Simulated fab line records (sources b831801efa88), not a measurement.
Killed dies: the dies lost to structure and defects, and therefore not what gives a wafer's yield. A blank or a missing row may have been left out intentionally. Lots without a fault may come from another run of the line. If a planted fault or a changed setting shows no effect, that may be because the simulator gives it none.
Chamber matching | flow gf180mcu | rie-diel-03 running GF_SAB_ETCH_11: 4 sister chambers
The step etches SiO2 in C4F8/O2/Ar, target depth 55 nm, time 8.5 s. 8 wafers are shown with their chamber, then 8 later ones without.

== WAFERS PAIRED WITH THEIR CHAMBERS ==
wafer  | chamber | oes-product-au (a.u.)
L154.5 | 2       | 1.009
L157.3 | 1       | 0.999
L157.4 | 2       | 1.012
L160.1 | 3       | 1.000
L160.2 | 0       | 1.008
L160.6 | 1       | 0.994
L162.2 | 3       | 1.010
L162.5 | 0       | 1.021

== WAFERS WITHOUT THEIR CHAMBER ==
wafer  | oes-product-au (a.u.)
L162.6 | 0.999
L164.2 | 1.005
L164.5 | 1.008
L164.6 | 1.001
L165.3 | 1.001
L165.4 | 1.010
L166.2 | 1.001
L166.6 | 1.007

== EACH ONE'S CHAMBER ==
wafer  | from the rows above               | in truth
L162.6 | can't be placed: 1 or 3 or 2      | 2
L164.2 | can't be placed: 3 or 2 or 1 or 0 | 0
L164.5 | can't be placed: 2 or 3 or 0 or 1 | 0
L164.6 | can't be placed: 3 or 1 or 2 or 0 | 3
L165.3 | can't be placed: 3 or 1 or 2 or 0 | 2
L165.4 | can't be placed: 2 or 0 or 3      | 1
L166.2 | can't be placed: 3 or 1 or 2 or 0 | 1
L166.6 | can't be placed: 3 or 2 or 0 or 1 | 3
Correctly placed: 0 of 8. Not placeable from these rows: 8 (in 7, the candidates include the true chamber). Placed wrongly: 0.
How it was worked out, from the rows above alone: a wafer's distance from a chamber is the root of the sum, over the readings, of the square of ((its reading less the chamber's mean) divided by the reading's scatter). If the next closest chamber is less than 2 further off than the closest, the wafer can't be placed; otherwise it belongs to the closest. For every chamber, the mean is computed from those of its wafers that are shown. The scatter is the square root of a quotient: the sum, over the shown wafers, of each reading's squared deviation from its chamber's mean, divided by wafers minus chambers.
